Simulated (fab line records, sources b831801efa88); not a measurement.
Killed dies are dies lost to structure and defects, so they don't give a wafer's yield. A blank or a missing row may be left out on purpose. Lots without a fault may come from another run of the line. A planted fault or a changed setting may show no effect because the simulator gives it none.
Chamber matching | flow sky130 | SKY_FIELD_ISO_ETCH_17 on rie_si-02: 4 sister chambers
The step etches Si in HBr/Cl2/O2, target depth 342 nm, time 97.7 s. 8 wafers are shown with their chamber, then 8 later ones without.

WAFERS WITH THEIR CHAMBER
wafer  | chamber | drypump_motor_current_A (A) | oes_product_au (a.u.)
L575.5 | 1       | 5.6                         | 0.997
L579.1 | 1       | 5.6                         | 0.988
L579.6 | 3       | 5.9                         | 1.017
L580.4 | 3       | 6.0                         | 1.013
L582.2 | 2       | 5.4                         | 1.008
L582.4 | 0       | 6.3                         | 1.005
L582.6 | 2       | 5.4                         | 1.011
L590.1 | 0       | 6.3                         | 1.007

WAFERS WITHOUT THEIR CHAMBER
wafer  | drypump_motor_current_A (A) | oes_product_au (a.u.)
L590.3 | 5.5                         | 0.999
L590.4 | 6.0                         | 1.016
L592.2 | 6.3                         | 1.002
L592.4 | 6.0                         | 1.023
L592.6 | 6.0                         | 1.016
L595.3 | 5.4                         | 1.009
L595.4 | 6.3                         | 1.001
L595.5 | 6.3                         | 1.010

WHICH CHAMBER EACH WENT THROUGH
wafer  | from the rows above     | in truth
L590.3 | can't be placed: 1 or 2 | 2
L590.4 | 3                       | 3
L592.2 | 0                       | 0
L592.4 | 3                       | 3
L592.6 | 3                       | 3
L595.3 | 2                       | 2
L595.4 | 0                       | 0
L595.5 | 0                       | 0
Placed correctly: 7 of 8. Can't be placed from these rows: 1 (the true chamber is among the candidates in 1). Placed wrongly: 0.
How it was worked out, from the rows above alone: a wafer's distance from a chamber is the root of the sum, over the readings, of the square of ((its reading less the chamber's mean) divided by the reading's scatter). The wafer belongs to the nearest chamber; if the next one is less than 2 further off, it can't be placed. A chamber's mean is the mean of its shown wafers. The scatter: the root of (the sum of the squares of (reading less its chamber's mean) over the shown wafers, divided by (wafers less chambers)).
